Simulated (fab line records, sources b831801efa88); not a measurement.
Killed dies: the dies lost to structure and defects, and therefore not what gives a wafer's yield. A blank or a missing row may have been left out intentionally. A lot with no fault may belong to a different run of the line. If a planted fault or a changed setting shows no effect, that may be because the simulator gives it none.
Matching of chambers    flow gf180mcu    GF_STI_ETCH_14 on rie_si-02 has 4 sister chambers
The step etches Si in HBr/Cl2/O2, target depth 360 nm, time 102.9 s. 8 wafers are shown with their chamber, then 12 later ones without.

== EACH WAFER AND ITS CHAMBER ==
wafer   chamber  drypump_motor_current_A (A)  oes_product_au (a.u.)
L085.2  3        4.8                          1.026
L085.5  3        4.8                          1.029
L087.1  1        5.7                          1.004
L087.4  0        5.4                          1.019
L088.2  0        5.5                          1.009
L088.5  2        5.6                          0.992
L089.3  1        5.7                          1.008
L089.4  2        5.6                          0.994

== WAFERS WITHOUT THEIR CHAMBER ==
wafer   drypump_motor_current_A (A)  oes_product_au (a.u.)
L089.6  5.8                          0.990
L090.3  5.6                          0.991
L090.4  4.8                          1.027
L090.5  5.7                          0.997
L095.1  5.4                          1.004
L095.4  4.8                          1.008
L095.5  5.5                          0.994
L096.1  5.6                          0.987
L096.3  5.5                          1.014
L096.5  5.6                          0.982
L097.5  5.7                          0.996
L097.6  5.6                          0.993

== CHAMBER TAKEN BY EACH ==
wafer    from the rows above       in truth
L089.6   can't be placed: 1 or 2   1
L090.3   2                         2
L090.4   3                         3
L090.5   can't be placed: 1 or 2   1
L095.1   0                         0
L095.4   3                         3
L095.5   2                         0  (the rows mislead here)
L096.1   2                         2
L096.3   0                         0
L096.5   2                         2
L097.5   can't be placed: 1 or 2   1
L097.6   2                         2
Correct placement for 8 of the 12. From these rows, 3 cannot be placed; in 3 the true chamber is one of the candidates. Placed wrongly: 1.
How it was worked out, from the rows above alone: a wafer's distance from a chamber is the root of the sum, over the readings, of the square of ((its reading less the chamber's mean) divided by the reading's scatter). If the next closest chamber is less than 2 further off than the closest, the wafer can't be placed; otherwise it belongs to the closest. For every chamber, the mean is computed from those of its wafers that are shown. The scatter: the root of (the sum of the squares of (reading less its chamber's mean) over the shown wafers, divided by (wafers less chambers)).
